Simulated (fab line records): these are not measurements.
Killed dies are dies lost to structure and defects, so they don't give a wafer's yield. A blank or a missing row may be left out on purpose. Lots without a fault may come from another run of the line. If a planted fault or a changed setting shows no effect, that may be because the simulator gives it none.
Chamber matching ; flow gf180mcu ; 4 sister chambers for GF_V3_CMP_26 on cmp-01
The step polishes, stops on SiO2, t overpolish 15 s, target thk 0 nm. 4 wafers are shown with their chamber, then 7 later ones without.

WAFERS, EACH WITH ITS CHAMBER
wafer;chamber;motor_current_A (A)
L913.2;2;12.4
L913.3;3;11.7
L915.4;1;10.5
L915.5;0;11.4

WAFERS WHOSE CHAMBER IS MISSING
wafer;motor_current_A (A)
L915.6;11.0
L916.1;9.9
L916.5;9.8
L916.6;10.8
L917.1;11.5
L917.3;11.3
L917.4;9.6

EACH ONE'S CHAMBER
wafer;from the rows above;in truth
L915.6;can't be placed: 0 or 1 or 3 or 2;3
L916.1;can't be placed: 1 or 0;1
L916.5;can't be placed: 1 or 0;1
L916.6;can't be placed: 1 or 0 or 3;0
L917.1;can't be placed: 0 or 3 or 2 or 1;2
L917.3;can't be placed: 0 or 3 or 1 or 2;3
L917.4;can't be placed: 1 or 0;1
Correctly placed: 0 of 7. From these rows, 7 cannot be placed; in 7 the true chamber is one of the candidates. Number placed wrongly: 0.
How it was worked out, from the rows above alone: a wafer's distance from a chamber is the root of the sum, over the readings, of the square of ((its reading less the chamber's mean) divided by the reading's scatter). If the next closest chamber is less than 2 further off than the closest, the wafer can't be placed; otherwise it belongs to the closest. For every chamber, the mean is computed from those of its wafers that are shown. The scatter (one wafer shown for each chamber): square how far every hidden wafer sits from the nearest shown wafer, average those squares and take the square root.
